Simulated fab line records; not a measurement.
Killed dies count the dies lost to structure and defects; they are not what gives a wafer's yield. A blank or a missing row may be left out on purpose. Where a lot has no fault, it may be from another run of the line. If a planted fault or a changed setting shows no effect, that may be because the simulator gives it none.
Chamber matching :: flow sky130 :: SKY_VIA4_CMP_02 on cmp-02 has 4 sister chambers
The step polishes SiO2. 24 wafers are shown with their chamber, then 12 later ones without.

## WAFERS, EACH WITH ITS CHAMBER
wafer: L075.3
chamber: 2
motor-current-A (A): 12.7
platen-rpm (rpm): 59.97

wafer: L075.4
chamber: 1
motor-current-A (A): 11.9
platen-rpm (rpm): 60.02

wafer: L075.6
chamber: 1
motor-current-A (A): 11.3
platen-rpm (rpm): 60.02

wafer: L076.1
chamber: 1
motor-current-A (A): 11.2
platen-rpm (rpm): 59.99

wafer: L076.2
chamber: 3
motor-current-A (A): 11.6
platen-rpm (rpm): 59.93

wafer: L076.3
chamber: 2
motor-current-A (A): 11.9
platen-rpm (rpm): 59.98

wafer: L077.2
chamber: 2
motor-current-A (A): 12.8
platen-rpm (rpm): 60.04

wafer: L077.4
chamber: 3
motor-current-A (A): 12.4
platen-rpm (rpm): 59.94

wafer: L077.5
chamber: 2
motor-current-A (A): 12.9
platen-rpm (rpm): 60.00

wafer: L078.2
chamber: 1
motor-current-A (A): 11.5
platen-rpm (rpm): 60.06

wafer: L078.3
chamber: 3
motor-current-A (A): 12.2
platen-rpm (rpm): 60.01

wafer: L078.4
chamber: 2
motor-current-A (A): 12.1
platen-rpm (rpm): 59.95

wafer: L080.2
chamber: 0
motor-current-A (A): 12.5
platen-rpm (rpm): 60.01

wafer: L080.5
chamber: 2
motor-current-A (A): 13.0
platen-rpm (rpm): 59.97

wafer: L080.6
chamber: 1
motor-current-A (A): 11.5
platen-rpm (rpm): 60.01

wafer: L082.3
chamber: 3
motor-current-A (A): 12.7
platen-rpm (rpm): 59.91

wafer: L082.5
chamber: 3
motor-current-A (A): 12.2
platen-rpm (rpm): 59.98

wafer: L082.6
chamber: 2
motor-current-A (A): 12.5
platen-rpm (rpm): 60.03

wafer: L084.1
chamber: 0
motor-current-A (A): 11.5
platen-rpm (rpm): 60.04

wafer: L084.4
chamber: 2
motor-current-A (A): 12.7
platen-rpm (rpm): 60.02

wafer: L084.6
chamber: 2
motor-current-A (A): 12.7
platen-rpm (rpm): 60.05

wafer: L089.3
chamber: 2
motor-current-A (A): 12.5
platen-rpm (rpm): 60.08

wafer: L089.5
chamber: 1
motor-current-A (A): 11.7
platen-rpm (rpm): 60.00

wafer: L089.6
chamber: 0
motor-current-A (A): 11.7
platen-rpm (rpm): 59.97

SIGNATURES (averages over the wafers above)
reading: motor-current-A
chamber 0: 11.900
chamber 1: 11.517
chamber 2: 12.580
chamber 3: 12.220
scatter within a chamber: 0.361

reading: platen-rpm
chamber 0: 60.0067
chamber 1: 60.0167
chamber 2: 60.0090
chamber 3: 59.9540
scatter within a chamber: 0.0372
Rule: for a wafer and a chamber, the distance is found by dividing, reading by reading, the gap between the wafer's reading and the chamber's mean by the reading's scatter, squaring, summing and taking the root. The wafer belongs to the nearest chamber; if the next one is less than 2 further off, it can't be placed. How the scatter is found: for the shown wafers, subtract from each reading the mean of its chamber, square and add these, divide the total by (wafers less chambers), then take the root.

## WAFERS WITHOUT THEIR CHAMBER
wafer: L093.2
motor-current-A (A): 12.4
platen-rpm (rpm): 59.98

wafer: L093.4
motor-current-A (A): 11.8
platen-rpm (rpm): 60.01

wafer: L093.6
motor-current-A (A): 12.1
platen-rpm (rpm): 60.00

wafer: L094.2
motor-current-A (A): 11.5
platen-rpm (rpm): 60.02

wafer: L094.5
motor-current-A (A): 13.1
platen-rpm (rpm): 60.02

wafer: L094.6
motor-current-A (A): 12.2
platen-rpm (rpm): 60.00

wafer: L095.2
motor-current-A (A): 11.6
platen-rpm (rpm): 60.02

wafer: L095.5
motor-current-A (A): 12.4
platen-rpm (rpm): 60.02

wafer: L095.6
motor-current-A (A): 11.5
platen-rpm (rpm): 59.99

wafer: L097.1
motor-current-A (A): 11.8
platen-rpm (rpm): 59.98

wafer: L097.5
motor-current-A (A): 11.1
platen-rpm (rpm): 60.00

wafer: L097.6
motor-current-A (A): 12.1
platen-rpm (rpm): 60.01

## WHICH CHAMBER EACH WENT THROUGH
wafer: L093.2
from the rows above: can't be placed: 3 or 2 or 0 or 1
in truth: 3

wafer: L093.4
from the rows above: can't be placed: 0 or 1 or 3 or 2
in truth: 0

wafer: L093.6
from the rows above: can't be placed: 0 or 3 or 2 or 1
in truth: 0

wafer: L094.2
from the rows above: can't be placed: 1 or 0
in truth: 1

wafer: L094.5
from the rows above: can't be placed: 2 or 3 or 0
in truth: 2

wafer: L094.6
from the rows above: can't be placed: 0 or 2 or 3 or 1
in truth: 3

wafer: L095.2
from the rows above: can't be placed: 1 or 0
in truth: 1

wafer: L095.5
from the rows above: can't be placed: 2 or 0 or 3 or 1
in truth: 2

wafer: L095.6
from the rows above: can't be placed: 1 or 0 or 3
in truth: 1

wafer: L097.1
from the rows above: can't be placed: 0 or 1 or 3 or 2
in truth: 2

wafer: L097.5
from the rows above: can't be placed: 1 or 0
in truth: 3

wafer: L097.6
from the rows above: can't be placed: 0 or 2 or 3 or 1
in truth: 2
0 of 12 placed correctly. From these rows, 12 cannot be placed; in 11 the true chamber is one of the candidates. 0 placed wrongly.
